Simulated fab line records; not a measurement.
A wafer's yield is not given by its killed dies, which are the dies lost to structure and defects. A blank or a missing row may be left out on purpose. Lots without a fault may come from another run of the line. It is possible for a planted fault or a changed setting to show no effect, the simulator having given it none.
Split-lot trial    flow sfq-line    23 wafers read across 5 lots, on a route 325 steps long

## THE SPLIT
At SFQ_TRILAYER_M0_DEP_SPUTTER_019 (material Nb, target thk 200 nm, time 133.3 s), the setting time-s was moved away from the recipe's 133.3 s on 6 of the 23 wafers read, by +9.2% to +14.3%. For the rest of the wafers, this setting stayed at what the recipe calls for.

## FROM THE SPLIT TO THE READING: what the file shows between them, 5 steps
- SFQ_M0_RS_MEAS_904: measures by four-point-probe
- SFQ_TRILAYER_M0_LITHO_COAT_021: resist thk 600 nm (also split here: resist-thk-nm)
- SFQ_TRILAYER_M0_LITHO_SOFTBAKE_025
- SFQ_TRILAYER_M0_LITHO_EXPOSE_022: exposes mask M0, target cd 500 nm
- SFQ_TRILAYER_M0_BARC_OPEN_METAL_ETCH_031: etches BARC in O2, target depth 125 nm, time 41.7 s

## THE READING
oes-product-au, in a.u., at SFQ_TRILAYER_M0_ETCH_METAL_ETCH_024 (etches Nb in Cl2/Ar, stops on SiO2, target depth 240 nm, time 120 s). A value of 0.895 a.u. with a standard deviation of 0.0083 a.u. is what fault-free wafers of this fab line usually give.

wafer   tool, chamber at the split  time-s as run, s  against the recipe  oes-product-au, a.u.  against lot-mates on the recipe
L078.1  pvd-sputter-04, -           133.3             recipe              0.897                 -
L078.3  pvd-sputter-04, -           133.3             recipe              0.898                 -
L078.4  pvd-sputter-04, -           133.3             recipe              0.890                 -
L078.5  pvd-sputter-04, -           133.3             recipe              0.883                 -
L078.6  pvd-sputter-04, -           133.3             recipe              0.901                 -
L079.3  pvd-sputter-03, -           133.3             recipe              0.890                 -
L079.4  pvd-sputter-03, -           133.3             recipe              0.892                 -
L079.5  pvd-sputter-03, -           133.3             recipe              0.886                 -
L081.1  pvd-sputter-06, -           133.3             recipe              0.896                 -
L081.3  pvd-sputter-06, -           133.3             recipe              0.893                 -
L081.4  pvd-sputter-06, -           145.5             +9.2%               0.938                 +0.043
L081.5  pvd-sputter-06, -           145.5             +9.2%               0.927                 +0.032
L081.6  pvd-sputter-06, -           145.5             +9.2%               0.944                 +0.049
L083.1  pvd-sputter-04, -           133.3             recipe              0.913                 -
L083.2  pvd-sputter-04, -           133.3             recipe              0.880                 -
L083.3  pvd-sputter-04, -           133.3             recipe              0.891                 -
L083.5  pvd-sputter-04, -           133.3             recipe              0.898                 -
L083.6  pvd-sputter-04, -           133.3             recipe              0.882                 -
L085.1  pvd-sputter-04, -           152.4             +14.3%              0.963                 +0.066
L085.3  pvd-sputter-04, -           152.4             +14.3%              0.965                 +0.068
L085.4  pvd-sputter-04, -           133.3             recipe              0.904                 -
L085.5  pvd-sputter-04, -           152.4             +14.3%              0.977                 +0.080
L085.6  pvd-sputter-04, -           133.3             recipe              0.890                 -

FIT RESULTS
A straight line over all 23 wafers: oes-product-au changes by +0.00511 a.u. for each +1% of time-s; r = +0.96; the points scatter about the line by 0.0083 a.u.
The same after taking each lot's own level away (the mean of its wafers on the recipe; 23 wafers): +0.00487 a.u. for each +1%; r = +0.96; scatter 0.008 a.u.
The reading moves by 0.07 a.u. for the largest change in time-s, on that fit.
Measured against the standard deviation above, the lots' own levels, which go from 0.8893 to 0.8970 a.u., span 0.9 times it.
The two slopes agree, so the slope changes little with the lot-to-lot level.
Check: for one of the wafers moved furthest among these (+14.3%), held out of the fit, the line's prediction against its lot-mates is +0.0708 a.u. It came out at +0.066 a.u. against them.

## THE OTHER SPLITS THESE WAFERS WENT THROUGH
Before the reading, these wafers also passed through other splits. Each is held against what the fit with the lots' levels taken away leaves over:
other split on the same wafers                     wafers away from the commonest value  r with oes-product-au (lot level and that fit taken away)
SFQ_TRILAYER_INCOMING_OXIDATION_002 temp-c         18                                    +0.09
SFQ_TRILAYER_L0_DEP_SPUTTER_003 power-w            8                                     -0.03
SFQ_TRILAYER_L0_ETCH_METAL_ETCH_008 icp-w          11                                    -0.05
SFQ_TRILAYER_L0_VIA_LITHO_COAT_013 resist-thk-nm   6                                     +0.22
SFQ_TRILAYER_L0_VIA_BARC_OPEN_VIA_ETCH_021 bias-w  7                                     +0.07
SFQ_TRILAYER_M0_LITHO_COAT_021 resist-thk-nm       10                                    +0.03

## THE WHOLE CHAIN: every reading that the file lists as answering this split, in the file's order
step                                 what it does                                                         reading                                                                                    change (the file's fit)                    r (the file's)
SFQ_TRILAYER_M0_DEP_SPUTTER_019      material Nb, target thk 200 nm, time 133.3 s                         Nb_of_TRILAYER_M0_DEP_SPUTTER_019.thk-nm (the simulator's own value, which no gauge read)  +1.84 nm for each +1% of the setting       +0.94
SFQ_M0_RS_MEAS_904                   measures by four-point-probe                                         M0_NB_RS                                                                                   -0.00727 for each +1% of the setting       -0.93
SFQ_TRILAYER_M0_ETCH_METAL_ETCH_024  etches Nb in Cl2/Ar, stops on SiO2, target depth 240 nm, time 120 s  oes-product-au                                                                             +0.00486 a.u. for each +1% of the setting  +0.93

## FILE'S OWN FIT
oes-product-au changes by +0.00486 a.u. for each +1% of time-s, r = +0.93.
